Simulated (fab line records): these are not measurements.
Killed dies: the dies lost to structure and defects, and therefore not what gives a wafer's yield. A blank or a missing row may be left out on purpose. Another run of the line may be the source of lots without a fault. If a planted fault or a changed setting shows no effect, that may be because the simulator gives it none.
What tool caused it? :: flow gf180mcu :: Sampling: 13 lots, 39 wafers, 6 of 602 route steps

== WHAT EACH GAUGE READ, for each wafer ==
GF_STI_THK_MEAS_22. Usual: STI_OXIDATION_01_THK gives 15.0 nm (standard deviation 0.34).
lot: L905
measured: day 3 02:34
on: film_metro-03
STI_OXIDATION_01_THK (nm): 15.1 15.2 15.2
flag: 

lot: L909
measured: day 3 13:40
on: film_metro-01
STI_OXIDATION_01_THK (nm): 15.1 15.3 15.0
flag: 

lot: L911
measured: day 3 23:31
on: film_metro-01
STI_OXIDATION_01_THK (nm): 14.8 14.6 14.6
flag: 

lot: L913
measured: day 4 09:45
on: film_metro-04
STI_OXIDATION_01_THK (nm): 14.7 14.8 14.4
flag: 

lot: L917
measured: day 5 03:32
on: film_metro-03
STI_OXIDATION_01_THK (nm): 15.0 14.6 14.9
flag: 

lot: L919
measured: day 5 14:43
on: film_metro-03
STI_OXIDATION_01_THK (nm): 15.0 14.7 15.0
flag: 

lot: L920
measured: day 5 18:05
on: film_metro-04
STI_OXIDATION_01_THK (nm): 14.8 14.9 15.2
flag: 

lot: L921
measured: day 5 23:36
on: film_metro-03
STI_OXIDATION_01_THK (nm): 15.3 15.4 15.8
flag: 

lot: L922
measured: day 6 03:36
on: film_metro-04
STI_OXIDATION_01_THK (nm): 15.0 15.2 15.4
flag: 

lot: L923
measured: day 6 10:28
on: film_metro-01
STI_OXIDATION_01_THK (nm): 15.1 14.9 14.6
flag: 

lot: L924
measured: day 6 15:38
on: film_metro-04
STI_OXIDATION_01_THK (nm): 15.4 15.3 15.3
flag: 

lot: L925
measured: day 6 20:12
on: film_metro-03
STI_OXIDATION_01_THK (nm): 15.0 14.9 14.8
flag: 

lot: L926
measured: day 7 01:27
on: film_metro-04
STI_OXIDATION_01_THK (nm): 14.9 15.2 14.8
flag: 

GF_MVSD_OVL_MEAS_07. Usual: MVSD_OVL gives 1.0 nm (standard deviation 1.5).
lot: L905
measured: day 5 13:52
on: overlay-01
MVSD_OVL (nm): 1.0 0.4 0.0
flag: 

lot: L909
measured: day 6 04:08
on: overlay-02
MVSD_OVL (nm): - - -
flag: OFF

lot: L911
measured: day 6 14:00
on: overlay-01
MVSD_OVL (nm): 0.3 -1.0 0.4
flag: 

lot: L913
measured: day 6 22:39
on: overlay-01
MVSD_OVL (nm): 3.6 3.5 4.0
flag: 

lot: L917
measured: day 7 19:20
on: overlay-02
MVSD_OVL (nm): 2.6 2.4 2.8
flag: 

lot: L919
measured: day 8 07:33
on: overlay-02
MVSD_OVL (nm): -0.4 -0.9 -1.0
flag: 

lot: L920
measured: day 8 11:03
on: overlay-01
MVSD_OVL (nm): -1.1 0.9 -0.8
flag: 

lot: L921
measured: day 8 16:41
on: overlay-01
MVSD_OVL (nm): 1.8 2.0 2.1
flag: 

lot: L922
measured: day 8 21:59
on: overlay-01
MVSD_OVL (nm): -1.2 0.1 0.9
flag: 

lot: L923
measured: day 9 04:31
on: overlay-02
MVSD_OVL (nm): 2.1 0.7 2.3
flag: 

lot: L924
measured: day 9 10:10
on: overlay-01
MVSD_OVL (nm): 2.6 3.9 1.9
flag: 

lot: L925
measured: day 9 13:52
on: overlay-02
MVSD_OVL (nm): 0.9 -0.4 -0.2
flag: 

lot: L926
measured: day 9 19:46
on: overlay-01
MVSD_OVL (nm): 0.7 -0.3 1.3
flag: 

GF_MVSD_TW_MEAS_11. Usual: MVSD_TW gives 1578 (standard deviation 13).
lot: L905
measured: day 5 14:19
on: film_metro-02
MVSD_TW: 1578 1582 1591
flag: 

lot: L909
measured: day 6 04:34
on: film_metro-01
MVSD_TW: 30 30 30 30 30 30
flag: OFF

lot: L911
measured: day 6 14:26
on: film_metro-03
MVSD_TW: 1573 1564 1564
flag: 

lot: L913
measured: day 6 23:05
on: film_metro-02
MVSD_TW: 1585 1579 1584
flag: 

lot: L917
measured: day 7 19:46
on: film_metro-03
MVSD_TW: 1575 1564 1566
flag: 

lot: L919
measured: day 8 07:59
on: film_metro-03
MVSD_TW: 1569 1555 1566
flag: 

lot: L920
measured: day 8 11:30
on: film_metro-02
MVSD_TW: 1593 1597 1599
flag: 

lot: L921
measured: day 8 17:07
on: film_metro-01
MVSD_TW: 1595 1600 1594
flag: 

lot: L922
measured: day 8 22:25
on: film_metro-03
MVSD_TW: 1566 1557 1562
flag: 

lot: L923
measured: day 9 04:57
on: film_metro-01
MVSD_TW: 1587 1583 1582
flag: 

lot: L924
measured: day 9 10:48
on: film_metro-02
MVSD_TW: 1597 1596 1585
flag: 

lot: L925
measured: day 9 14:18
on: film_metro-01
MVSD_TW: 1582 1595 1592
flag: 

lot: L926
measured: day 9 20:13
on: film_metro-01
MVSD_TW: 1588 1580 1588
flag: 

GF_VT_IMPLANT_TW_MEAS_10. Usual: VT_IMPLANT_TW gives 566 (standard deviation 3.7).
lot: L905
measured: day 6 20:08
on: film_metro-02
VT_IMPLANT_TW: 568 570 568
flag: 

lot: L911
measured: day 7 21:13
on: film_metro-04
VT_IMPLANT_TW: 561 562 562
flag: 

lot: L913
measured: day 8 07:05
on: film_metro-02
VT_IMPLANT_TW: 565 567 570
flag: 

lot: L917
measured: day 9 03:26
on: film_metro-02
VT_IMPLANT_TW: 570 571 569
flag: 

lot: L919
measured: day 9 17:26
on: film_metro-01
VT_IMPLANT_TW: 570 569 568
flag: 

lot: L920
measured: day 9 21:14
on: film_metro-01
VT_IMPLANT_TW: 564 565 563
flag: 

lot: L921
measured: day 10 02:05
on: film_metro-04
VT_IMPLANT_TW: 564 560 560
flag: 

lot: L922
measured: day 10 08:38
on: film_metro-02
VT_IMPLANT_TW: 566 569 569
flag: 

lot: L923
measured: day 10 16:05
on: film_metro-02
VT_IMPLANT_TW: 567 570 569
flag: 

lot: L924
measured: day 10 22:41
on: film_metro-04
VT_IMPLANT_TW: 562 559 558
flag: 

lot: L925
measured: day 11 02:00
on: film_metro-04
VT_IMPLANT_TW: 563 564 565
flag: 

lot: L926
measured: day 11 08:19
on: film_metro-01
VT_IMPLANT_TW: 569 572 570
flag: 

== WHAT TOOL EACH LOT RAN ON (gives the tool, then ch and the chambers of the sampled wafers, and finally the start) ==
lot: L905
GF_STI_ETCH_14: rie_si-01 ch 0,1, day 2 19:54
GF_MVSD_EXPOSE_04: iline_stepper-02 ch 0, day 5 07:17

lot: L909
GF_STI_ETCH_14: rie_si-02 ch 0,2,3, day 3 07:17
GF_MVSD_EXPOSE_04: iline_stepper-02 ch 0, day 5 20:44

lot: L911
GF_STI_ETCH_14: rie_si-01 ch 0,2,3, day 3 18:00
GF_MVSD_EXPOSE_04: iline_stepper-02 ch 0, day 6 06:41

lot: L913
GF_STI_ETCH_14: rie_si-01 ch 0,1, day 4 08:02
GF_MVSD_EXPOSE_04: iline_stepper-02 ch 0, day 6 15:17

lot: L917
GF_STI_ETCH_14: rie_si-02 ch 0,2,3, day 5 01:53
GF_MVSD_EXPOSE_04: iline_stepper-02 ch 0, day 7 11:30

lot: L919
GF_STI_ETCH_14: rie_si-01 ch 0,2,3, day 5 11:42
GF_MVSD_EXPOSE_04: iline_stepper-01 ch 0, day 7 23:40

lot: L920
GF_STI_ETCH_14: rie_si-02 ch 1,2, day 5 16:23
GF_MVSD_EXPOSE_04: iline_stepper-02 ch 0, day 8 03:03

lot: L921
GF_STI_ETCH_14: rie_si-01 ch 0,1, day 5 21:56
GF_MVSD_EXPOSE_04: iline_stepper-01 ch 0, day 8 08:56

lot: L922
GF_STI_ETCH_14: rie_si-02 ch 0,1, day 6 01:57
GF_MVSD_EXPOSE_04: iline_stepper-01 ch 0, day 8 14:20

lot: L923
GF_STI_ETCH_14: rie_si-01 ch 1,3, day 6 08:47
GF_MVSD_EXPOSE_04: iline_stepper-02 ch 0, day 8 20:26

lot: L924
GF_STI_ETCH_14: rie_si-02 ch 0,1,2, day 6 13:56
GF_MVSD_EXPOSE_04: iline_stepper-02 ch 0, day 9 02:28

lot: L925
GF_STI_ETCH_14: rie_si-02 ch 0,1,3, day 6 18:32
GF_MVSD_EXPOSE_04: iline_stepper-02 ch 0, day 9 05:46

lot: L926
GF_STI_ETCH_14: rie_si-01 ch 0,2,3, day 6 23:44
GF_MVSD_EXPOSE_04: iline_stepper-02 ch 0, day 9 11:30
- GF_STI_ETCH_14: etches Si in HBr/Cl2/O2, target depth 360 nm, time 102.9 s.
- GF_MVSD_EXPOSE_04: exposes mask MVSD, target cd 1000 nm.

== WHAT THE TOOLS THEMSELVES READ (means of the sampled wafers that have a number; where no wafer has one, the mark that the record gives instead) ==
GF_STI_ETCH_14. Usual: drypump_motor_current_A 5.6 A, standard deviation 0.5; oes_product_au 1.000 a.u., standard deviation 0.0097; throttle_valve_pct 25.657 %, standard deviation 0.011.
lot: L905
tool: rie_si-01
drypump_motor_current_A (A): 5.6
oes_product_au (a.u.): 0.989
throttle_valve_pct (%): 25.667
flag: 

lot: L909
tool: rie_si-02
drypump_motor_current_A (A): 5.5
oes_product_au (a.u.): 1.002
throttle_valve_pct (%): 25.661
flag: 

lot: L911
tool: rie_si-01
drypump_motor_current_A (A): 5.2
oes_product_au (a.u.): 0.999
throttle_valve_pct (%): 25.652
flag: 

lot: L913
tool: rie_si-01
drypump_motor_current_A (A): 6.1
oes_product_au (a.u.): 0.988
throttle_valve_pct (%): 25.659
flag: 

lot: L917
tool: rie_si-02
drypump_motor_current_A (A): 5.5
oes_product_au (a.u.): 1.000
throttle_valve_pct (%): 25.641
flag: 

lot: L919
tool: rie_si-01
drypump_motor_current_A (A): 5.2
oes_product_au (a.u.): 1.004
throttle_valve_pct (%): 25.648
flag: 

lot: L920
tool: rie_si-02
drypump_motor_current_A (A): 6.0
oes_product_au (a.u.): 0.999
throttle_valve_pct (%): 25.661
flag: 

lot: L921
tool: rie_si-01
drypump_motor_current_A (A): 6.1
oes_product_au (a.u.): 0.995
throttle_valve_pct (%): 25.660
flag: 

lot: L922
tool: rie_si-02
drypump_motor_current_A (A): 5.9
oes_product_au (a.u.): 0.990
throttle_valve_pct (%): 25.659
flag: 

lot: L923
tool: rie_si-01
drypump_motor_current_A (A): 6.0
oes_product_au (a.u.): 0.985
throttle_valve_pct (%): 25.672
flag: 

lot: L924
tool: rie_si-02
drypump_motor_current_A (A): 5.8
oes_product_au (a.u.): 1.001
throttle_valve_pct (%): 25.658
flag: 

lot: L925
tool: rie_si-02
drypump_motor_current_A (A): 5.6
oes_product_au (a.u.): 1.005
throttle_valve_pct (%): 25.646
flag: 

lot: L926
tool: rie_si-01
drypump_motor_current_A (A): 5.2
oes_product_au (a.u.): 1.008
throttle_valve_pct (%): 25.654
flag: 

GF_MVSD_EXPOSE_04. Usual: exposure_dose_mJ_cm2 at 260.04, with a standard deviation of 0.24.
lot: L905
tool: iline_stepper-02
exposure_dose_mJ_cm2: 260.02
flag: 

lot: L909
tool: iline_stepper-02
exposure_dose_mJ_cm2: 260.04
flag: 

lot: L911
tool: iline_stepper-02
exposure_dose_mJ_cm2: 260.03
flag: 

lot: L913
tool: iline_stepper-02
exposure_dose_mJ_cm2: 260.29
flag: 

lot: L917
tool: iline_stepper-02
exposure_dose_mJ_cm2: 260.17
flag: 

lot: L919
tool: iline_stepper-01
exposure_dose_mJ_cm2: 259.88
flag: 

lot: L920
tool: iline_stepper-02
exposure_dose_mJ_cm2: 260.37
flag: 

lot: L921
tool: iline_stepper-01
exposure_dose_mJ_cm2: 260.07
flag: 

lot: L922
tool: iline_stepper-01
exposure_dose_mJ_cm2: 260.13
flag: 

lot: L923
tool: iline_stepper-02
exposure_dose_mJ_cm2: 260.49
flag: 

lot: L924
tool: iline_stepper-02
exposure_dose_mJ_cm2: 260.06
flag: 

lot: L925
tool: iline_stepper-02
exposure_dose_mJ_cm2: 259.99
flag: 

lot: L926
tool: iline_stepper-02
exposure_dose_mJ_cm2: 259.94
flag: 

== THE ANSWER, worked out from the rows above alone ==
Rule: a lot is off if the mean of its wafers that have a number lies more than 3 standard deviations from the usual mean. A lot without any number at a reading at which 4 lots or more have one is off too. All remaining lots with rows at the step are treated as sound. First the gauges in route order, then the tools' own readings, where a lot's mean is used as printed above. At the first step where some lot is off, the reading lying furthest off is the one used; lots without a number count as furthest.
Off: L909, seen at GF_MVSD_OVL_MEAS_07 (MVSD_OVL). Without a number there: L909.
If a tool, at a process step before that reading, ran all the lots that are off and no sound lot after the first of them, it fits. The gauges at GF_MVSD_OVL_MEAS_07 aren't tried: what is off there is off at GF_MVSD_TW_MEAS_11 too, on other tools, and a gauge's error can't cause that. Of those tried, none fits.

== WHAT THE SIMULATOR HAD PUT IN ==
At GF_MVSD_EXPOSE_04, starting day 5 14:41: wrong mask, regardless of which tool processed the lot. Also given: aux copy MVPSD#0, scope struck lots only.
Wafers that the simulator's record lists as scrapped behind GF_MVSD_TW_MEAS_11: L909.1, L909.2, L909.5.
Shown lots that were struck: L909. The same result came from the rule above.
